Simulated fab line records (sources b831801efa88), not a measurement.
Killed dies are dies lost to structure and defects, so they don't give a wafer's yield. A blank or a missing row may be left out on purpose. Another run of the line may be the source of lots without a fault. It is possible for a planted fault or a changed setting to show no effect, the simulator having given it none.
fab line records    flow gf180mcu
record lots=12  wafers=36  last-day=34
route steps=602 shown V3@431 V5@561 TOP_METAL@581
lots untouched by any fault: they come from a run of this same line in which no faults occurred
start-h: start of the lot's first displayed wafer, in hours after the record's first day    wait-h: hours from the lot's prior step to this one    " repeats the value in the row above    L1.1+2: one row covering several wafers at once    - no value present, or no start provided    * or withheld: withheld    < > ~ a bound
route shown NAME@n: a module of which the file shows steps, and the number in the route of the first    usual: average and standard deviation across the fault-free wafers    same: alike in all rows    chamber/n: place in a boat    sites: readings site by site    _std_site: standard deviation across them    _edge_site: inner sites' mean taken away from outer sites' mean    radius-mm: how far each site lies from the wafer's centre    mask NAME#n: copy n    behind: the most recent tool/chamber to have shaped the wafer    hold: what put the lot on hold/how long, in hours/how the hold closed    device: which transistor (n, p or np) failed to switch    end of line: tests run on the same wafers once the route is complete    where a step has no rows: the recipe by itself    killed: dies that structure and defects cost at the first sort, which is not the same as the wafer's yield    map: per-die view of a wafer (x killed, . not killed, _ where there is no die)
set.NAME: the run value of the setting; set.NAME@STEP: its run value at that earlier step    model.NAME: the simulator's own value behind a step, which no gauge read
route steps across a sampled set of lots; one table per step, one row per wafer
services: the hour from which a tool's chamber was out of use, counted from the record's first day as start-h (under 0 if before that day), plus the number of hours and why
## steps
# step GF_V3_CVD_02
# recipe material=SiO2  target-thk-nm=850  precursor=TEOS  temp-c=400  time-s=94.851  rf-w=600
# usual heater-power-w=612/85  run-length-s=122.5/0.53
lot.wafer  tool      chamber  start-h  wait-h  heater-power-w  run-length-s
L661.1     pecvd-02  2        497.86   0.1     646             122.7
L661.2     "         0        "        "       701             122.9
L661.6     "         2        "        "       690             123.2
L662.1     pecvd-02  0        504.71   0.1     667             122.3
L662.2     "         1        "        "       668             122.6
L662.4     "         1        "        "       699             123.1
L670.2     pecvd-01  2        572.53   0.0     555             122.0
L670.3     "         0        "        "       624             122.5
L670.4     "         2        "        "       427             122.1
L671.1     pecvd-03  2        578.68   0.1     709             121.8
L671.2     "         0        "        "       695             123.4
L671.3     "         1        "        "       573             122.5
L672.2     pecvd-01  2        580.10   0.0     497             122.6
L672.5     "         1        "        "       475             121.5
L672.6     "         2        "        "       533             114.9
L675.2     pecvd-01  1        610.13   0.0     490             122.2
L675.3     "         2        "        "       550             115.3
L675.5     "         0        "        "       664             122.3
L676.2     pecvd-03  2        613.53   0.0     580             121.8
L676.3     "         1        "        "       631             123.2
L676.5     "         0        "        "       705             123.1
L677.1     pecvd-02  1        633.71   0.1     686             122.8
L677.2     "         2        "        "       695             123.4
L677.3     "         0        "        "       693             122.1
L679.1     pecvd-03  0        638.90   0.1     646             123.4
L679.3     "         2        "        "       720             122.3
L679.4     "         0        "        "       681             123.7
L681.1     pecvd-01  2        659.89   0.1     553             122.1
L681.4     "         2        "        "       445             122.1
L681.5     "         0        "        "       662             122.8
L683.1     pecvd-02  2        670.79   0.1     696             123.1
L683.4     "         2        "        "       537             122.8
L683.5     "         1        "        "       638             122.7
L682.3     pecvd-03  0        673.74   0.0     686             123.1
L682.4     "         1        "        "       553             122.8
L682.5     "         2        "        "       682             121.8
# step GF_V3_THK_MEAS_03
# recipe reads=SiO2_of_V3_CVD_02
# usual V3_CVD_02_THK=846/12
lot.wafer  tool           chamber  start-h  wait-h  V3_CVD_02_THK[nm]
L661.1     film-metro-01  -        497.93   0.0     843
L661.2     "              -        "        "       827
L661.6     "              -        "        "       857
L662.1     film-metro-04  -        504.78   0.0     826
L662.2     "              -        "        "       846
L662.4     "              -        "        "       860
L670.2     film-metro-01  -        572.61   0.0     848
L670.3     "              -        "        "       850
L670.4     "              -        "        "       851
L671.1     film-metro-01  -        578.75   0.0     856
L671.2     "              -        "        "       837
L671.3     "              -        "        "       836
L672.2     film-metro-01  -        580.18   0.0     845
L672.5     "              -        "        "       868
L672.6     "              -        "        "       786
L675.2     film-metro-01  -        610.21   0.0     850
L675.3     "              -        "        "       773
L675.5     "              -        "        "       844
L676.2     film-metro-01  -        613.61   0.0     841
L676.3     "              -        "        "       841
L676.5     "              -        "        "       846
L677.1     film-metro-01  -        633.78   0.0     837
L677.2     "              -        "        "       828
L677.3     "              -        "        "       820
L679.1     film-metro-01  -        638.96   0.0     845
L679.3     "              -        "        "       851
L679.4     "              -        "        "       853
L681.1     film-metro-03  -        659.96   0.0     847
L681.4     "              -        "        "       856
L681.5     "              -        "        "       846
L683.1     film-metro-03  -        670.86   0.0     827
L683.4     "              -        "        "       843
L683.5     "              -        "        "       864
L682.3     film-metro-01  -        673.83   0.1     821
L682.4     "              -        "        "       855
L682.5     "              -        "        "       863
# step GF_V3_CMP_04
# recipe material=SiO2  down-force-psi=4  platen-rpm=60  pad-velocity-m-s=0.94248
# usual motor-current-A=11.7/0.76  time-to-endpoint-s=80/7.3
lot.wafer  tool    chamber  start-h  wait-h  motor-current-A  time-to-endpoint-s
L661.1     cmp-01  3        497.99   0.1     12.6             80
L661.2     "       1        "        "       12.0             68
L661.6     "       0        "        "       11.9             86
L662.2     cmp-02  1        504.84   0.0     11.9             79
L662.1     "       2        "        "       10.8             74
L662.4     "       3        "        "       10.7             82
L670.4     cmp-02  0        572.78   0.1     12.4             80
L670.3     "       2        "        "       10.6             85
L670.2     "       3        "        "       11.4             83
L671.2     cmp-02  2        578.81   0.0     10.9             82
L671.3     "       3        "        "       11.7             80
L671.1     "       1        "        "       12.6             84
L672.2     cmp-02  2        580.33   0.1     10.8             87
L672.6     "       0        "        "       12.9             61
L672.5     "       1        "        "       11.8             90
L675.2     cmp-02  2        610.31   0.1     10.7             85
L675.3     "       3        "        "       11.3             55
L675.5     "       2        "        "       11.4             87
L676.3     cmp-02  1        613.66   0.0     11.7             83
L676.2     "       3        "        "       11.3             83
L676.5     "       1        "        "       12.1             83
L677.3     cmp-01  2        634.09   0.3     10.7             57
L677.2     "       0        "        "       11.9             66
L677.1     "       1        "        "       12.7             68
L679.4     cmp-02  0        639.07   0.1     13.1             81
L679.1     "       1        "        "       12.5             77
L679.3     "       2        "        "       10.4             90
L681.4     cmp-02  1        660.02   0.0     11.7             85
L681.1     "       3        "        "       10.5             81
L681.5     "       1        "        "       11.6             81
L683.4     cmp-02  3        671.02   0.1     11.4             81
L683.1     "       0        "        "       13.0             77
L683.5     "       1        "        "       11.7             90
L682.4     cmp-02  0        673.94   0.1     12.3             86
L682.3     "       2        "        "       11.2             81
L682.5     "       3        "        "       11.2             93
# step GF_V5_SPUTTER_21
# recipe material=Ti  target-thk-nm=15  chamber-pressure-pa=5  power-w=2500  substrate-temp-c=200  time-s=80.02
# usual throttle-valve-pct=29.9/0.98
lot.wafer  tool            chamber  start-h  wait-h  throttle-valve-pct
L661.1     pvd-sputter-01  -        636.24   0.0     30.1
L661.2     "               -        "        "       30.9
L661.6     "               -        "        "       29.6
L662.1     pvd-sputter-04  -        643.49   0.0     28.6
L662.2     "               -        "        "       30.1
L662.4     "               -        "        "       29.7
L670.2     pvd-sputter-04  -        701.95   0.0     30.2
L670.3     "               -        "        "       29.7
L670.4     "               -        "        "       30.3
L671.1     pvd-sputter-03  -        706.13   0.0     28.9
L671.2     "               -        "        "       28.9
L671.3     "               -        "        "       31.8
L672.2     pvd-sputter-01  -        707.41   0.0     31.1
L672.5     "               -        "        "       29.9
L672.6     "               -        "        "       30.9
L675.2     pvd-sputter-03  -        733.45   0.0     32.2
L675.3     "               -        "        "       30.8
L675.5     "               -        "        "       28.8
L676.2     pvd-sputter-01  -        736.39   0.0     29.2
L676.3     "               -        "        "       30.9
L676.5     "               -        "        "       29.8
L677.1     pvd-sputter-04  -        753.47   0.0     29.0
L677.2     "               -        "        "       30.3
L677.3     "               -        "        "       30.7
L679.1     pvd-sputter-01  -        757.83   0.0     31.1
L679.3     "               -        "        "       28.8
L679.4     "               -        "        "       29.7
L681.1     pvd-sputter-04  -        773.81   0.0     30.4
L681.4     "               -        "        "       28.7
L681.5     "               -        "        "       28.7
L683.1     pvd-sputter-04  -        782.78   0.0     29.5
L683.4     "               -        "        "       30.4
L683.5     "               -        "        "       29.4
L682.3     pvd-sputter-04  -        785.56   0.0     28.8
L682.4     "               -        "        "       30.3
L682.5     "               -        "        "       30.3
# step GF_TOP_METAL_CD_MEAS_14
# recipe target-cd-nm=440
# usual cd-nm=440.3/2.5
lot.wafer  tool       chamber  start-h  wait-h  cd-nm
L661.1     cd-sem-02  -        657.72   0.1     437.8
L661.2     "          -        "        "       442.1
L661.6     "          -        "        "       438.0
L662.1     cd-sem-01  -        663.83   0.1     445.2
L662.2     "          -        "        "       446.4
L662.4     "          -        "        "       445.6
L670.2     cd-sem-01  -        720.34   0.1     439.6
L670.3     "          -        "        "       439.3
L670.4     "          -        "        "       439.8
L671.1     cd-sem-02  -        724.63   0.1     439.3
L671.2     "          -        "        "       440.8
L671.3     "          -        "        "       438.7
L672.2     cd-sem-01  -        726.89   0.1     443.9
L672.5     "          -        "        "       444.2
L672.6     "          -        "        "       442.4
L675.2     cd-sem-01  -        750.94   0.1     440.8
L675.3     "          -        "        "       438.4
L675.5     "          -        "        "       439.2
L676.2     cd-sem-01  -        753.96   0.1     442.5
L676.3     "          -        "        "       441.2
L676.5     "          -        "        "       442.1
L677.1     cd-sem-01  -        769.83   0.1     440.8
L677.2     "          -        "        "       440.3
L677.3     "          -        "        "       438.5
L679.1     cd-sem-02  -        774.39   0.1     436.3
L679.3     "          -        "        "       436.7
L679.4     "          -        "        "       435.6
L681.1     cd-sem-01  -        790.24   0.1     442.1
L681.4     "          -        "        "       444.6
L681.5     "          -        "        "       441.6
L683.1     cd-sem-02  -        798.79   0.1     441.0
L683.4     "          -        "        "       443.1
L683.5     "          -        "        "       439.3
L682.3     cd-sem-01  -        801.48   0.1     441.2
L682.4     "          -        "        "       442.1
L682.5     "          -        "        "       441.8
# step GF_TOP_METAL_OVL_MEAS_15
# usual TOP_METAL_OVL=-1.2/1.4
lot.wafer  tool        chamber  start-h  wait-h  TOP_METAL_OVL[nm]
L661.1     overlay-02  -        657.84   0.1     -2.4
L661.2     "           -        "        "       0.3
L661.6     "           -        "        "       -1.2
L662.1     overlay-02  -        663.95   0.1     -1.7
L662.2     "           -        "        "       -2.6
L662.4     "           -        "        "       -3.4
L670.2     overlay-02  -        720.45   0.1     -1.4
L670.3     "           -        "        "       -2.7
L670.4     "           -        "        "       -2.1
L671.1     overlay-01  -        724.75   0.1     -1.0
L671.2     "           -        "        "       -1.9
L671.3     "           -        "        "       -3.2
L672.2     overlay-02  -        727.00   0.1     0.4
L672.5     "           -        "        "       -1.7
L672.6     "           -        "        "       -1.4
L675.2     overlay-02  -        751.05   0.1     -2.1
L675.3     "           -        "        "       -0.2
L675.5     "           -        "        "       0.5
L676.2     overlay-02  -        754.07   0.1     0.5
L676.3     "           -        "        "       -0.5
L676.5     "           -        "        "       -0.3
L677.1     overlay-01  -        769.95   0.1     -2.2
L677.2     "           -        "        "       -2.3
L677.3     "           -        "        "       -2.4
L679.1     overlay-02  -        774.51   0.1     -1.5
L679.3     "           -        "        "       -1.5
L679.4     "           -        "        "       -0.8
L681.1     overlay-02  -        790.36   0.1     -1.2
L681.4     "           -        "        "       -2.9
L681.5     "           -        "        "       -3.7
L683.1     overlay-02  -        798.91   0.1     1.7
L683.4     "           -        "        "       2.7
L683.5     "           -        "        "       0.5
L682.3     overlay-01  -        801.57   0.1     -3.7
L682.4     "           -        "        "       -3.4
L682.5     "           -        "        "       -1.5
## services
tool            chamber  start-h  hours  kind
cmp-02          -        490.37   0.4    repair
pecvd-02        -        502.31   1.0    repair
cmp-02          -        511.99   0.8    repair
cmp-02          -        515.82   0.3    repair
cmp-01          -        523.26   3.9    repair
pvd-sputter-01  -        530.51   1.1    repair
pvd-sputter-03  -        536.83   2.3    repair
pecvd-03        -        541.11   0.4    repair
cmp-01          -        572.27   4.0    pm
pvd-sputter-03  -        588.24   3.9    repair
pecvd-01        -        589.70   6.0    pm
pvd-sputter-04  -        592.31   1.6    repair
cmp-01          -        595.47   1.3    repair
pecvd-01        -        595.70   14.0   pm
cmp-02          -        600.53   1.2    repair
cmp-02          -        624.68   5.9    pm
pecvd-01        0        651.38   3.5    repair
pecvd-01        -        660.57   1.6    repair
pecvd-02        -        696.64   0.7    repair
pvd-sputter-04  -        705.50   5.8    repair
cmp-02          -        723.07   1.9    repair
cmp-02          -        723.85   0.3    repair
pvd-sputter-01  -        742.78   1.8    repair
cmp-02          -        744.04   4.0    pm
## key
first-sign step=GF_V3_CVD_02  reading=run-length-s  direction=down  sigmas=14  usual=*  struck=*
effect step=GF_V3_THK_MEAS_03  reading=V3_CVD_02_THK  direction=down  sigmas=5.4  usual=846  struck=780
effect step=GF_V3_CMP_04  reading=time-to-endpoint-s  direction=down  sigmas=3  usual=*  struck=*
met-at GF_V3_CVD_02
struck-lots L672,L675
struck-wafers L672.6,L675.3
not-acting-at GF_V5_SPUTTER_21,GF_TOP_METAL_CD_MEAS_14,GF_TOP_METAL_OVL_MEAS_15
onset-between 572.53 580.10
fault kind=process-parameter-drift  tool=pecvd-01  chamber=-  onset-h=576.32  steps=GF_V3_CVD_02  channel=time-s  offset=*  shape=step  end-h=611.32  scope=struck-wafers-only  acts-in=*  stated=*
